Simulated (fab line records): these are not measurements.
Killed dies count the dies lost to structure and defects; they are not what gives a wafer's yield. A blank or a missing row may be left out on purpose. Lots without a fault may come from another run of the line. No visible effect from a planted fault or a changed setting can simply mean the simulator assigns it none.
A sampling plan put to the test    flow sky130    59 faults told of in these records, all on one fab line, each judged by the records of the lots it struck
The line's own looks make up the plan; these are the steps of the route where a gauge or inspection reads the wafer and leaves it unchanged. A look is open to judgement when struck wafers have a number at it and the file gives its usual mean and standard deviation on fault-free wafers. Caught: a look later than the fault's first step finds the struck wafers' mean 4 or more of those standard deviations (sigma) from the usual mean. On the tool: the fault's steps, tested the same way using the tool's own readings. It also counts as caught if the struck wafers ran another recipe or if their record alone is blank.

THE FAULTS, as the simulator had put them in
1. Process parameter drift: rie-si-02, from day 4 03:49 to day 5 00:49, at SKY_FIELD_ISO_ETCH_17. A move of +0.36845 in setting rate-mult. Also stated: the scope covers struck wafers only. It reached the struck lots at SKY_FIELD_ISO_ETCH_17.
2. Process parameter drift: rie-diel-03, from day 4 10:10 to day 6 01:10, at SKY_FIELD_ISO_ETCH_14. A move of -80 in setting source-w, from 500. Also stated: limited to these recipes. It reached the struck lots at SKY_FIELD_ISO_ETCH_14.
3. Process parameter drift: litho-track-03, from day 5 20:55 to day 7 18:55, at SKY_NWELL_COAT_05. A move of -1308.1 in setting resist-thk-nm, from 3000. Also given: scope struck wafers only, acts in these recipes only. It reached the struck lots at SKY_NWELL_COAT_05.
4. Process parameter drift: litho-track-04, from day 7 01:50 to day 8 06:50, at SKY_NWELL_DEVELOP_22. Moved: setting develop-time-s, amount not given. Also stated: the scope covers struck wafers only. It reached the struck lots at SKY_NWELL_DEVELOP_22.
5. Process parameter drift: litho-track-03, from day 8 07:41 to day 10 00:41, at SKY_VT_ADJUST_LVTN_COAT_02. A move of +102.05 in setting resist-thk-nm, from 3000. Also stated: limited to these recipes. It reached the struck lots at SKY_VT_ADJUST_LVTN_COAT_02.
6. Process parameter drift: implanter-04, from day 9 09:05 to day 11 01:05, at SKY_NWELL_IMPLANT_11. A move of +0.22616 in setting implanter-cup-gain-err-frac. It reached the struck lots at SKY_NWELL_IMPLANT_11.
7. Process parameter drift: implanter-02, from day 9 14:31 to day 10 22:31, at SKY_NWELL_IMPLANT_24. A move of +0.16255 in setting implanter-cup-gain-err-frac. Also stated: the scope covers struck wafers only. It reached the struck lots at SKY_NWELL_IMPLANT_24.
8. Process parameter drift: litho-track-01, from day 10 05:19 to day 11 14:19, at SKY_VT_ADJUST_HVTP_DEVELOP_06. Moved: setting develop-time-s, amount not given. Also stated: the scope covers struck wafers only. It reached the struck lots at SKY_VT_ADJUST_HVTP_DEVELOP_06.
9. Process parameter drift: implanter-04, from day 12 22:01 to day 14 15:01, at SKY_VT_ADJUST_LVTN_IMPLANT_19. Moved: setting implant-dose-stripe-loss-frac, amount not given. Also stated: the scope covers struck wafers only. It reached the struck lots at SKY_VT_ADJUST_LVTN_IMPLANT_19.
10. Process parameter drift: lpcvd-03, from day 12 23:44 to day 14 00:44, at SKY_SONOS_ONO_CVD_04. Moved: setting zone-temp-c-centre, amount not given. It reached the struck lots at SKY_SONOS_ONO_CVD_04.
11. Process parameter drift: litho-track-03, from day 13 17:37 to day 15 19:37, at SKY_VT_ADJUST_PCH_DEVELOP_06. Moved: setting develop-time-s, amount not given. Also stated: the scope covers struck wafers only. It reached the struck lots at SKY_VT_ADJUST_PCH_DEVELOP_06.
12. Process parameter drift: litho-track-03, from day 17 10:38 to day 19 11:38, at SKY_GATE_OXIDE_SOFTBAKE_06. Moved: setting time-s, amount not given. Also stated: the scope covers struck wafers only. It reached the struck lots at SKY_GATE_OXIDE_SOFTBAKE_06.
13. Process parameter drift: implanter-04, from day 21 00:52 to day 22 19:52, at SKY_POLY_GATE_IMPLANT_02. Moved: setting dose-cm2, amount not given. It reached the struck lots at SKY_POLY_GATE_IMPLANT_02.
14. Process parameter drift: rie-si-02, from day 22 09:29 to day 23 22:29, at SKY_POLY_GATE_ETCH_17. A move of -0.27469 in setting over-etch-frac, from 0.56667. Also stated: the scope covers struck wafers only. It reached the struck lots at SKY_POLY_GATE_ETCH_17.
15. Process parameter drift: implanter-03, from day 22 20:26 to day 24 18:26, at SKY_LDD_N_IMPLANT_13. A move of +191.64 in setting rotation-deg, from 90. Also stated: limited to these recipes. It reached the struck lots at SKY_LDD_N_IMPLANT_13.
16. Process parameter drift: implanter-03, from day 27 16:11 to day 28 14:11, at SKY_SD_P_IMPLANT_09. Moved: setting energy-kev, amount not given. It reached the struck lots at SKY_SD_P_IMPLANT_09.
17. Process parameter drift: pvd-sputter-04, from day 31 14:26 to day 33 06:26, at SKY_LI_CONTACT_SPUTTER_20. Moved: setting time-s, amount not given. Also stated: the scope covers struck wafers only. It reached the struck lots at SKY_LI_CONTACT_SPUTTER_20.
18. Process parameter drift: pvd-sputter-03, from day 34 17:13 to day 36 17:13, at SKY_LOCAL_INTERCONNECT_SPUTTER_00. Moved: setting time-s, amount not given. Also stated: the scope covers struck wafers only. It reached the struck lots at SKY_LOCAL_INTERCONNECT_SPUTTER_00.
19. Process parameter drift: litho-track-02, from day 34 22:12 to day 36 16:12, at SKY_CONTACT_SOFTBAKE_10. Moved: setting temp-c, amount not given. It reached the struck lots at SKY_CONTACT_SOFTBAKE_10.
20. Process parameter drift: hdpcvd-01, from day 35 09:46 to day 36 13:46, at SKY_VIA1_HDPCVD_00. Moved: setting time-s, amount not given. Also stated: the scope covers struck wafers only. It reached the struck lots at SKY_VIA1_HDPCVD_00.
21. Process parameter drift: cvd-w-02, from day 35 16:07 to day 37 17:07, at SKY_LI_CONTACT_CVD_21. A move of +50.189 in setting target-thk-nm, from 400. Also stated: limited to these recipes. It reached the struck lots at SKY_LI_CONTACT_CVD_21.
22. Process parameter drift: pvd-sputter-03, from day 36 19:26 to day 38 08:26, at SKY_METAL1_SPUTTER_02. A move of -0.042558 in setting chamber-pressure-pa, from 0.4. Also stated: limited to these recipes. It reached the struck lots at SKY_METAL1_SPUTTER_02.
23. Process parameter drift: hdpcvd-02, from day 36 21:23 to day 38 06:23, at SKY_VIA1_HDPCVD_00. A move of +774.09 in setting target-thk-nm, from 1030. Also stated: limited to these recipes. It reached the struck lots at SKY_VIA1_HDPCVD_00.
24. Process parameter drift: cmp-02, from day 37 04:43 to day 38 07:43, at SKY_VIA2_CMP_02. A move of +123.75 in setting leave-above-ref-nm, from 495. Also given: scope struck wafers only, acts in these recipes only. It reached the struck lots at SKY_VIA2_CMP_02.
25. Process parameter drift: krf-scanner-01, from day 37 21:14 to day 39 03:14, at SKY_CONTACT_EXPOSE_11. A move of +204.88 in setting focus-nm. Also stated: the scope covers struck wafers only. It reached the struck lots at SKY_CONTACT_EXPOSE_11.
26. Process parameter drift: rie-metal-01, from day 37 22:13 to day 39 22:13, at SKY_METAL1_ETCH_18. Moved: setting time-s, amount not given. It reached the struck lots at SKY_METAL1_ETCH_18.
27. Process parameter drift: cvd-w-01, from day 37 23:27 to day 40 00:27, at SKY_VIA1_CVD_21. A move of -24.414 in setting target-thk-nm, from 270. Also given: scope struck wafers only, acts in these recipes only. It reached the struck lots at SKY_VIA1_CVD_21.
28. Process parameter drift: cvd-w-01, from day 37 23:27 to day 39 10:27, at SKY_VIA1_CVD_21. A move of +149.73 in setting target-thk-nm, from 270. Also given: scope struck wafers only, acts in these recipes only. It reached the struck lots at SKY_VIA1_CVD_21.
29. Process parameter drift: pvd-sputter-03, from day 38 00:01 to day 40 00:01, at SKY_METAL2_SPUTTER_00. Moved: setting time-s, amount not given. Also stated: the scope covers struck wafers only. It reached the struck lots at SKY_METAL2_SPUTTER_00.
30. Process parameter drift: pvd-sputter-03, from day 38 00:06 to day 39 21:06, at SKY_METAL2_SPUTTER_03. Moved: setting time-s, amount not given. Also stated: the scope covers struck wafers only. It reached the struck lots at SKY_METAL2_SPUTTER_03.
31. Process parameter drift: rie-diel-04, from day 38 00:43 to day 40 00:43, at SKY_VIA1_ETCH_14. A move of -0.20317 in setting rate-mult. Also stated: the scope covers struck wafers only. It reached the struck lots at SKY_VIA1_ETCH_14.
32. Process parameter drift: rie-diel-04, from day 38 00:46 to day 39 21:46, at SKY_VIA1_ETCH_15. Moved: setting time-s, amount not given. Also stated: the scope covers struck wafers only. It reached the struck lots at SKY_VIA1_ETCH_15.
33. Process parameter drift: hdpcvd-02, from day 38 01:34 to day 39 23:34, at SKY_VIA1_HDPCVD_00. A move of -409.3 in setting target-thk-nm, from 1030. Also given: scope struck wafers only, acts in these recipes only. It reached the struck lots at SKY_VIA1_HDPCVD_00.
34. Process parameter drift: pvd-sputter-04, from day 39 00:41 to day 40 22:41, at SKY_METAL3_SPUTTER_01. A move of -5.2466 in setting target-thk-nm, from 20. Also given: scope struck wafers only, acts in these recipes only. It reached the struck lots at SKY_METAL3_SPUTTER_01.
35. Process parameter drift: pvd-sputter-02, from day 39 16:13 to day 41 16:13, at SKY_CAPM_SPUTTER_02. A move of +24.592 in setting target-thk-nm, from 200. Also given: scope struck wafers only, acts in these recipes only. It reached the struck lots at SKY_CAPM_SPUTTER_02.
36. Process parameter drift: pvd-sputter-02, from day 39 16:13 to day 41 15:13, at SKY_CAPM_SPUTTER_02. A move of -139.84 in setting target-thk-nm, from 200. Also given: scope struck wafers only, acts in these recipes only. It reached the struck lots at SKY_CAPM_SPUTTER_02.
37. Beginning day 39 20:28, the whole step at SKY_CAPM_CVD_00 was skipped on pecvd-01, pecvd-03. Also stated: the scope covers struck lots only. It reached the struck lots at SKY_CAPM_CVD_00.
38. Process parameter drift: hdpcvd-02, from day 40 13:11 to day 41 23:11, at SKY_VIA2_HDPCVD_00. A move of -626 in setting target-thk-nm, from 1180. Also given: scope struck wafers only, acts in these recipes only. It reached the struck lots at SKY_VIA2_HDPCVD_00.
39. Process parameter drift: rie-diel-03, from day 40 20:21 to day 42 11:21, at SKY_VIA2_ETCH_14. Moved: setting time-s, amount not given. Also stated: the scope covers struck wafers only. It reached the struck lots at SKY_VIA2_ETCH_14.
40. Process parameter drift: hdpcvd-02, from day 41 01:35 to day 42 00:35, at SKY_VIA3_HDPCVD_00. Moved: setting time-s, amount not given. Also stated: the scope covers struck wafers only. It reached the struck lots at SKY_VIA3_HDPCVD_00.
41. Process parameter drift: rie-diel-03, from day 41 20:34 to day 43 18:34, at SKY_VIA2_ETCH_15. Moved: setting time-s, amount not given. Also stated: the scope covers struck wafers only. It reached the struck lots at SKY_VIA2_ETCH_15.
42. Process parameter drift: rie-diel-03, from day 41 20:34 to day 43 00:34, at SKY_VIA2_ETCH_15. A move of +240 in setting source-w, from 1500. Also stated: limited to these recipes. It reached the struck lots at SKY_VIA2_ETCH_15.
43. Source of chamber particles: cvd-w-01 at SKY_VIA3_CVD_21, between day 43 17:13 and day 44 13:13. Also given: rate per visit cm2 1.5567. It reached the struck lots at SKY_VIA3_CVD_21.
44. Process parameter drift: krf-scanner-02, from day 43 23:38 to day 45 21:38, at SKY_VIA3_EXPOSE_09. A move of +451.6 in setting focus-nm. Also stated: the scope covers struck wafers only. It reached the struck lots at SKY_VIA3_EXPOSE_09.
45. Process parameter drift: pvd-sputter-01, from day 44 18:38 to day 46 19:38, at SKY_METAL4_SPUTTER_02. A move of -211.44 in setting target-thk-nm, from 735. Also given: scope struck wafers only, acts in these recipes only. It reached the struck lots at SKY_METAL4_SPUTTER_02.
46. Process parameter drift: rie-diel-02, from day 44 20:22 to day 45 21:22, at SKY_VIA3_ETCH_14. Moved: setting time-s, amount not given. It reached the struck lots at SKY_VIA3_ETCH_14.
47. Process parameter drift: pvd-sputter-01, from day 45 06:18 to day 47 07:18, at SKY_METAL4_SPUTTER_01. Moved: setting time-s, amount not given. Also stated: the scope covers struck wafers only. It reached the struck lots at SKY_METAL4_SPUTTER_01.
48. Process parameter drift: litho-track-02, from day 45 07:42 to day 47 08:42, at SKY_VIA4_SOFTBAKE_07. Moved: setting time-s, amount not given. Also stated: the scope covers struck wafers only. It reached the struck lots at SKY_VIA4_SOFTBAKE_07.
49. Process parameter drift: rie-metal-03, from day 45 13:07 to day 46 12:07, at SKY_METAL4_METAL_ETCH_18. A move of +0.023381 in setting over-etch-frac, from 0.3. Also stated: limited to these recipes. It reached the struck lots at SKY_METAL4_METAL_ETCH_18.
50. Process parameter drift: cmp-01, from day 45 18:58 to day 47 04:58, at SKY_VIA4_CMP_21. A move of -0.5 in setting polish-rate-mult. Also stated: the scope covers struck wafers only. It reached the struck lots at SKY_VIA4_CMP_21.
51. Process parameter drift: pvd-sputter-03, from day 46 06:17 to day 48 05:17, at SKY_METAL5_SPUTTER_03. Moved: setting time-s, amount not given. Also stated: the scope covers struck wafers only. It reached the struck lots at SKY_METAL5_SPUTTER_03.
52. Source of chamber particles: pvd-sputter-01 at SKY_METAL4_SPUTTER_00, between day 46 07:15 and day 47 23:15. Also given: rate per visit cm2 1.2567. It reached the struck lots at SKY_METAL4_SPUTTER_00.
53. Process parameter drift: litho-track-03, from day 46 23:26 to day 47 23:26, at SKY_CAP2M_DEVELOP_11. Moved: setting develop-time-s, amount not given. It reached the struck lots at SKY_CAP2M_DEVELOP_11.
54. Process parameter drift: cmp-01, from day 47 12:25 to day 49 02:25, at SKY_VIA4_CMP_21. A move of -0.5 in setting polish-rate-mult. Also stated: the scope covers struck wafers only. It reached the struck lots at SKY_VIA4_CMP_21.
55. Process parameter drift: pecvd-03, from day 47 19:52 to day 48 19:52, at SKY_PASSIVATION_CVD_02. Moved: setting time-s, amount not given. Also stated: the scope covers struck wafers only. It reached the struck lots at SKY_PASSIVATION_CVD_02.
56. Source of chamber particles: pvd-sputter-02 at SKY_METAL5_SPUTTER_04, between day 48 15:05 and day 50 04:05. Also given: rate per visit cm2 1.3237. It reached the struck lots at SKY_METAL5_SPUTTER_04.
57. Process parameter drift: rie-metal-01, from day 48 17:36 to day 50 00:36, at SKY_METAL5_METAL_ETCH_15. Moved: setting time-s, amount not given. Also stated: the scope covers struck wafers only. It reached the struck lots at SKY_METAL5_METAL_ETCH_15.
58. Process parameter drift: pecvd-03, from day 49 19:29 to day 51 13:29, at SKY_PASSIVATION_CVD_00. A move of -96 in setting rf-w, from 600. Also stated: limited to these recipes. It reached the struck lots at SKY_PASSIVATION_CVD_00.
59. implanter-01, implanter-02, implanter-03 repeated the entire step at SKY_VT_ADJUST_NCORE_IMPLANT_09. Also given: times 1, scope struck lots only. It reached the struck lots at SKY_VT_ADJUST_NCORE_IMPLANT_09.

WHAT THE PLAN SAW
fault  on the tool itself                                first look that catches it                       reading, sigma                                                                     median hours from its first step to that look  hours from the fault's start to the first struck lot there  judged looks passed uncaught
1      oes-product-au +31 sigma                          none of the 2 looks that can be judged after it  -                                                                                  -                                              -                                                           2
2      rf-fwd-power-W -41 sigma                          no look after it can be judged                   -                                                                                  -                                              -                                                           0
3      no reading that can be judged                     not the one look that can be judged after it     -                                                                                  -                                              -                                                           1
4      no reading that can be judged                     not the one look that can be judged after it     -                                                                                  -                                              -                                                           1
5      under 2 sigma                                     not the one look that can be judged after it     -                                                                                  -                                              -                                                           1
6      faraday-current-uA +9.3 sigma                     SKY_NWELL_TW_MEAS_15                             NWELL_TW -4.7                                                                      0.5                                            9                                                           0
7      faraday-current-uA +8.2 sigma                     none of the 2 looks that can be judged after it  strongest: NWELL_2_TW at SKY_NWELL_TW_MEAS_26, -3.4                                -                                              -                                                           2
8      under 2 sigma                                     SKY_VT_ADJUST_HVTP_TW_MEAS_11                    VT_ADJUST_HVTP_TW -99 or beyond                                                    0.5                                            10                                                          0
9      no reading that can be judged                     SKY_VT_ADJUST_LVTN_TW_MEAS_21                    VT_ADJUST_LVTN_2_TW -5.1                                                           0.2                                            5                                                           0
10     spike-tc-centre-C +11 sigma                       no look after it can be judged                   -                                                                                  -                                              -                                                           0
11     under 2 sigma                                     none of the 2 looks that can be judged after it  -                                                                                  -                                              -                                                           2
12     heater-power-total-W +99 or beyond sigma          no look after it can be judged                   -                                                                                  -                                              -                                                           0
13     dose-ions-cm2 -99 or beyond sigma                 SKY_RES_PROTECT_TW_MEAS_08                       POLY_GATE_TW -6.6                                                                  0.2                                            10                                                          0
14     only faintly: oes-product-au +2.5 sigma           not the one look that can be judged after it     -                                                                                  -                                              -                                                           1
15     rotation-deg +99 or beyond sigma                  no look after it can be judged                   -                                                                                  -                                              -                                                           0
16     beam-energy-keV -40 sigma                         no look after it can be judged                   -                                                                                  -                                              -                                                           0
17     under 2 sigma                                     no look after it can be judged                   -                                                                                  -                                              -                                                           0
18     under 2 sigma                                     none of the 2 looks that can be judged after it  strongest: LOCAL_INTERCONNECT_TIN_THK at SKY_LOCAL_INTERCONNECT_THK_MEAS_02, +3.5  -                                              -                                                           2
19     plate-temp-C +99 or beyond sigma                  SKY_CONTACT_CD_MEAS_14                           cd-nm +6.8                                                                         13.6                                           50                                                          0
20     run-length-s -18 sigma                            SKY_VIA1_THK_MEAS_01                             VIA1_HDPCVD_THK -4.7                                                               0.1                                            5                                                           0
21     under 2 sigma                                     SKY_LI_CONTACT_RS_MEAS_22                        LI_CONTACT_W_RS -9.4                                                               0.1                                            12                                                          0
22     chamber-pressure-pa -56 sigma                     none of the 4 looks that can be judged after it  strongest: METAL1_ALCU_RS at SKY_METAL1_RS_MEAS_05, -2.5                           -                                              -                                                           4
23     no reading that can be judged                     SKY_VIA1_THK_MEAS_01                             VIA1_HDPCVD_THK +64                                                                0.1                                            9                                                           0
24     under 2 sigma                                     no look after it can be judged                   -                                                                                  -                                              -                                                           0
25     under 2 sigma                                     SKY_CONTACT_CD_MEAS_14                           cd-nm -12                                                                          12.6                                           13                                                          0
26     oes-product-au +30 sigma                          no look after it can be judged                   -                                                                                  -                                              -                                                           0
27     under 2 sigma                                     SKY_VIA1_RS_MEAS_22                              VIA1_W_RS +8.9                                                                     0.1                                            33                                                          0
28     under 2 sigma                                     SKY_VIA1_RS_MEAS_22                              VIA1_W_RS -34                                                                      0.1                                            15                                                          0
29     under 2 sigma                                     none of the 6 looks that can be judged after it  strongest: cd-nm at SKY_METAL2_CD_MEAS_15, +2.0                                    -                                              -                                                           6
30     under 2 sigma                                     no look after it can be judged                   -                                                                                  -                                              -                                                           0
31     under 2 sigma                                     no look after it can be judged                   -                                                                                  -                                              -                                                           0
32     run-length-s +8.7 sigma                           no look after it can be judged                   -                                                                                  -                                              -                                                           0
33     under 2 sigma                                     SKY_VIA1_THK_MEAS_01                             VIA1_HDPCVD_THK -34                                                                0.1                                            9                                                           0
34     under 2 sigma                                     no look after it can be judged                   -                                                                                  -                                              -                                                           0
35     under 2 sigma                                     SKY_CAPM_RS_MEAS_03                              CAPM_TIN_RS -8.3                                                                   0.1                                            8                                                           0
36     under 2 sigma                                     SKY_CAPM_RS_MEAS_03                              CAPM_TIN_RS +99 or beyond                                                          0.1                                            8                                                           0
37     the tool's record is blank for the struck wafers  no look after it can be judged                   -                                                                                  -                                              -                                                           0
38     no reading that can be judged                     SKY_VIA2_THK_MEAS_01                             VIA2_HDPCVD_THK -57                                                                0.1                                            3                                                           0
39     oes-product-au +22 sigma                          no look after it can be judged                   -                                                                                  -                                              -                                                           0
40     run-length-s -99 or beyond sigma                  SKY_VIA3_THK_MEAS_01                             VIA3_HDPCVD_THK -41                                                                0.2                                            4                                                           0
41     run-length-s -28 sigma                            no look after it can be judged                   -                                                                                  -                                              -                                                           0
42     rf-fwd-power-W +45 sigma                          no look after it can be judged                   -                                                                                  -                                              -                                                           0
43     under 2 sigma                                     no look after it can be judged                   -                                                                                  -                                              -                                                           0
44     no reading that can be judged                     SKY_VIA3_CD_MEAS_12                              cd-nm -43                                                                          10.8                                           15                                                          0
45     under 2 sigma                                     no look after it can be judged                   -                                                                                  -                                              -                                                           0
46     oes-product-au +34 sigma                          no look after it can be judged                   -                                                                                  -                                              -                                                           0
47     under 2 sigma                                     no look after it can be judged                   -                                                                                  -                                              -                                                           0
48     run-length-s +99 or beyond sigma                  not the one look that can be judged after it     -                                                                                  -                                              -                                                           1
49     under 2 sigma                                     no look after it can be judged                   -                                                                                  -                                              -                                                           0
50     overpolish-run-s -99 or beyond sigma              no look after it can be judged                   -                                                                                  -                                              -                                                           0
51     under 2 sigma                                     no look after it can be judged                   -                                                                                  -                                              -                                                           0
52     under 2 sigma                                     no look after it can be judged                   -                                                                                  -                                              -                                                           0
53     no reading that can be judged                     not the one look that can be judged after it     -                                                                                  -                                              -                                                           1
54     overpolish-run-s -99 or beyond sigma              no look after it can be judged                   -                                                                                  -                                              -                                                           0
55     under 2 sigma                                     SKY_PASSIVATION_THK_MEAS_03                      PASSIVATION_CVD_02_THK +47                                                         0.3                                            21                                                          0
56     under 2 sigma                                     no look after it can be judged                   -                                                                                  -                                              -                                                           0
57     run-length-s -99 or beyond sigma                  no look after it can be judged                   -                                                                                  -                                              -                                                           0
58     rf-fwd-power-W -29 sigma                          not the one look that can be judged after it     strongest: PASSIVATION_CVD_00_THK at SKY_PASSIVATION_THK_MEAS_01, -3.0             -                                              -                                                           1
59     under 2 sigma                                     SKY_VT_ADJUST_NCORE_TW_MEAS_11                   VT_ADJUST_NCORE_TW +27                                                             0.6                                            -                                                           0
A dash: this means the fault isn't caught or the number doesn't appear in these records.

Caught at a look: 19 of 59. Caught on the tool: 25 of 59. By one or the other: 39 of 59.
Caught on the tool alone: faults 1, 2, 7, 10, 12, 15, 16, 22, 26, 32, 37, 39, 41, 42, 46, 48, 50, 54, 57, 58.
Caught at a look alone: faults 8, 9, 21, 23, 25, 27, 28, 33, 35, 36, 38, 44, 55, 59.
Caught by neither: faults 3, 4, 5, 11, 14, 17, 18, 24, 29, 30, 31, 34, 43, 45, 47, 49, 51, 52, 53, 56.

THINNER SAMPLING
Were the look that catches a fault to measure just every second or every third lot (counted by lot number), the first struck lot would, at worst, be measured this late:
fault  struck lots at that look, in order of time  every lot  every second lot  every third lot
6      L836, L837                                  9 h        15 h              may miss all 2
8      L584, L585                                  10 h       16 h              may miss all 2
9      L553, L555                                  5 h        may miss all 2    may miss all 2
13     L923, L924                                  10 h       22 h              may miss all 2
19     L602, L603                                  50 h       54 h              may miss all 2
20     L261, L262, L263                            5 h        11 h              19 h
21     L863, L864                                  12 h       21 h              may miss all 2
23     L320, L321, L322                            9 h        13 h              20 h
25     L247, L248                                  13 h       23 h              may miss all 2
27     L581                                        33 h       may miss it       may miss it
28     L716, L717                                  15 h       21 h              may miss all 2
33     L114, L115                                  9 h        15 h              may miss all 2
35     L531, L535                                  8 h        may miss all 2    may miss all 2
36     L206, L208, L210                            8 h        may miss all 3    46 h
38     L836, L840                                  3 h        may miss all 2    may miss all 2
40     L712, L713, L714                            4 h        10 h              18 h
44     L640, L644                                  15 h       may miss all 2    may miss all 2
55     L865                                        21 h       may miss it       may miss it
Hours: fault start to first struck lot measured. The limit of 4 sigma was tested on all struck wafers together, so one lot alone may lie under it. Other struck lots may not be in these records.

THE LONGEST TIMED WAY FROM STEP TO LOOK
Fault 19: median gap of 13.6 hours between SKY_CONTACT_SOFTBAKE_10 and SKY_CONTACT_CD_MEAS_14. No look between them can be judged.
